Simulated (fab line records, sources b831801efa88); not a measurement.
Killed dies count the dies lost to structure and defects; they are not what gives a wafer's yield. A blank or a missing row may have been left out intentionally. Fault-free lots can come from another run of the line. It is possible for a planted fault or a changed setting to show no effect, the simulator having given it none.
A lot that was struck, set against a sound lot / flow sfqLine / 43 out of 325 route steps
Sound: the wafers L265.2, L265.4, L265.6. Struck: wafers L271.5, L271.6. (L271.2 of the same lot was not struck and is left out.) The cause comes at the end.
Each step with rows lists, per side, the tool, then ch with its chambers, then its first start. Under that, the readings that differ: sound wafers / struck wafers / difference of the means / sigmas: that difference in standard deviations of wafers without a fault.
alike: readings with means less than 2 such deviations apart, plus words and numbers identical on both sides. not compared: withheld readings, readings lacking a value on some wafer, bounds such as >300 that could conceal the same value, and numbers that have no deviation in the record and whose values overlap.
Wherever a step has rows on one side only, a row that says differs or no value, or a row with sigmas, the two part there. When numbers do not overlap yet have no deviation, they are printed without sigmas and do not part them. A reading missing from all wafers of one side parts the sides only when that side holds two or more wafers.

first, 3 steps without rows for these wafers: SFQ_TRILAYER_M5_LITHO_EXPOSE_124 (exposes mask M5, target cd 700 nm); SFQ_TRILAYER_M5_LITHO_PEB_126 (peb time 60 s); SFQ_TRILAYER_M5_LITHO_DEVELOP_125 (time 60 s).
SFQ_M5_OVL_MEAS_932:
  sound: overlay-01 at day 50 01:28; struck: overlay-02 at day 51 13:22
  alike: M5_OVL
SFQ_TRILAYER_M5_BARC_OPEN_METAL_ETCH_161: etches BARC in O2, target depth 125 nm, time 41.7 s.
  sound on rieMetal-01 ch 1, day 50 01:30; struck on rieMetal-02 ch 0,1, day 51 13:23
reading=drypumpMotorCurrentA (A); sound=6.3 6.4 6.4; struck=5.7 5.6; difference=-0.7; sigmas=-2
  alike: oesProductAu
  not compared: rfHoursCounterH
SFQ_TRILAYER_M5_ETCH_METAL_ETCH_126: etches Nb in Cl2/BCl3, stops on SiO2, time 203.2 s, target depth 265 nm.
  sound on rieMetal-01 ch 1, day 50 01:34; struck on rieMetal-02 ch 0,1, day 51 13:27
  alike: drypumpMotorCurrentA, oesProductAu
  not compared: rfHoursCounterH
then, 2 steps without rows for these wafers: SFQ_TRILAYER_M5_STRIP_STRIP_127 (strips in O2); SFQ_TRILAYER_M5_STRIP_SOLV_CLEAN_128 (cleans in NMP, time 600 s).
SFQ_TRILAYER_A5B_DEP_PECVD_129: deposits SiO2 from SiH4/N2O, time 133.33 s, target thk 600 nm.
  sound on pecvd-03 ch 0,1,2, day 50 02:32; struck on pecvd-04 ch 0,2, day 51 14:25
  alike: heaterPowerW, throttleValvePct
then, 3 steps without rows for these wafers: SFQ_TRILAYER_A5B_CMP_CMP_130 (polishes, stops on Nb, target thk 340.7 nm); SFQ_TRILAYER_A5B_METRO_MEASURE_131; SFQ_TRILAYER_R5_DEP_SPUTTER_132 (material Ti, target thk 5 nm, time 5 s).
-- the record jumps here: 3 days lie between the struck wafers' starts before and after --
SFQ_TRILAYER_R5_DEP_SPUTTER_133: material MoNx, target thk 40 nm, time 66.7 s.
  sound: pvdSputter-03 at day 52 18:40; struck: pvdSputter-03 at day 54 03:36
reading=model.MoNx_of_TRILAYER_R5_DEP_SPUTTER_133.thkNm (nm); sound=40.07 39.64 40.16; struck=35.9 36.29; difference=-3.9; sigmas=
  alike: throttleValvePct
then, 1 step without rows for these wafers: SFQ_TRILAYER_R5_DEP_SPUTTER_134 (material Ti, target thk 5 nm, time 5 s).
SFQ_R5_RS_MEAS_933: measurement is done with a four-point probe.
  sound: filmMetro-03 at day 52 18:46; struck: filmMetro-03 at day 54 03:42
reading=R5_MONX_RS (ohm/sq); sound=7.02 7.11 7.03; struck=7.79 7.73; difference=+0.71; sigmas=+6
SFQ_R5_THK_MEAS_934: measures by xrf.
  sound: filmMetro-03 at day 52 18:52; struck: filmMetro-03 at day 54 03:49
reading=R5_MONX_THK (nm); sound=39.4 38.9 39.3; struck=35.2 35.5; difference=-3.8; sigmas=-6
then, 6 steps without rows for these wafers: SFQ_TRILAYER_R5_LITHO_COAT_141 (resist thk 62 nm); SFQ_TRILAYER_R5_LITHO_COAT_136 (resist thk 600 nm); SFQ_TRILAYER_R5_LITHO_SOFTBAKE_140; SFQ_TRILAYER_R5_LITHO_EXPOSE_137 (exposes mask R5, target cd 500 nm); SFQ_TRILAYER_R5_LITHO_PEB_139 (peb time 60 s); SFQ_TRILAYER_R5_LITHO_DEVELOP_138 (time 60 s).
-- the record jumps here: 2 days lie between the struck wafers' starts before and after --
SFQ_R5_OVL_MEAS_935:
  sound: overlay-02 at day 55 04:15; struck: overlay-01 at day 56 14:53
  alike: R5_OVL
then, 4 steps without rows for these wafers: SFQ_TRILAYER_R5_BARC_OPEN_METAL_ETCH_177 (etches BARC in O2, target depth 125 nm, time 41.7 s); SFQ_TRILAYER_R5_ETCH_METAL_ETCH_139 (etches the open film in Cl2, stops on SiO2, target depth 60 nm, time 40 s); SFQ_TRILAYER_R5_STRIP_STRIP_140 (strips in O2); SFQ_TRILAYER_R5_STRIP_SOLV_CLEAN_141 (cleans in NMP, time 600 s).
SFQ_TRILAYER_A5C_DEP_PECVD_142: deposits SiO2 from SiH4/N2O, time 15.556 s, target thk 70 nm.
  sound on pecvd-02 ch 0,2, day 55 05:10; struck on pecvd-02 ch 0,1, day 56 15:48
  alike: heaterPowerW, throttleValvePct
then, 6 steps without rows for these wafers: SFQ_TRILAYER_I5_LITHO_COAT_149 (resist thk 62 nm); SFQ_TRILAYER_I5_LITHO_COAT_144 (resist thk 650 nm); SFQ_TRILAYER_I5_LITHO_SOFTBAKE_148; SFQ_TRILAYER_I5_LITHO_EXPOSE_145 (exposes mask I5, target cd 700 nm); SFQ_TRILAYER_I5_LITHO_PEB_147 (peb time 60 s); SFQ_TRILAYER_I5_LITHO_DEVELOP_146 (time 60 s).
SFQ_I5_OVL_MEAS_936:
  sound: overlay-02 at day 56 17:38; struck: overlay-01 at day 57 21:02
  alike: I5_OVL
SFQ_TRILAYER_I5_BARC_OPEN_VIA_ETCH_200: etches BARC in O2, target depth 125 nm, time 41.7 s.
  sound on rieDiel-03 ch 1,2,3, day 56 17:40; struck on rieDiel-02 ch 0,3, day 57 21:04
  alike: drypumpMotorCurrentA, oesProductAu
  not compared: rfHoursCounterH
then, 6 steps without rows for these wafers: SFQ_TRILAYER_I5_ETCH_VIA_ETCH_147 (etches the open film in CHF3, stops on Nb, target depth 360 nm); SFQ_TRILAYER_I5_STRIP_STRIP_148 (strips in O2); SFQ_TRILAYER_I5_STRIP_SOLV_CLEAN_149 (cleans in NMP, time 600 s); SFQ_TRILAYER_C5_LITHO_COAT_156 (resist thk 62 nm); SFQ_TRILAYER_C5_LITHO_COAT_151 (resist thk 650 nm); SFQ_TRILAYER_C5_LITHO_SOFTBAKE_155.
-- the record jumps here: 20 days lie between the struck wafers' starts before and after --
SFQ_M8_BOW_MEAS_951:
  sound: filmMetro-04 at day 74 09:49; struck: filmMetro-03 at day 78 03:41
reading=model.etest.r5.ohmUm; sound=14.12 14.23 14.05; struck=15.82 15.54; difference=+1.55; sigmas=
reading=model.etest.r5.ohmSq; sound=7.05 7.127 7.035; struck=7.869 7.784; difference=+0.756; sigmas=
reading=model.etest.c5.linkOhm; sound=7.997 8.088 7.999; struck=8.813 8.722; difference=+0.740; sigmas=
  alike: M8_BOW

## WHERE THEY PART
Last at SFQ_R5_THK_MEAS_934 as far as this record goes, first at SFQ_TRILAYER_M5_BARC_OPEN_METAL_ETCH_161. Later steps at which nothing parts them and some readings are alike: SFQ_R5_OVL_MEAS_935, SFQ_TRILAYER_A5C_DEP_PECVD_142, SFQ_I5_OVL_MEAS_936, SFQ_TRILAYER_I5_BARC_OPEN_VIA_ETCH_200, SFQ_M8_BOW_MEAS_951.

WHY: what the simulator had put in
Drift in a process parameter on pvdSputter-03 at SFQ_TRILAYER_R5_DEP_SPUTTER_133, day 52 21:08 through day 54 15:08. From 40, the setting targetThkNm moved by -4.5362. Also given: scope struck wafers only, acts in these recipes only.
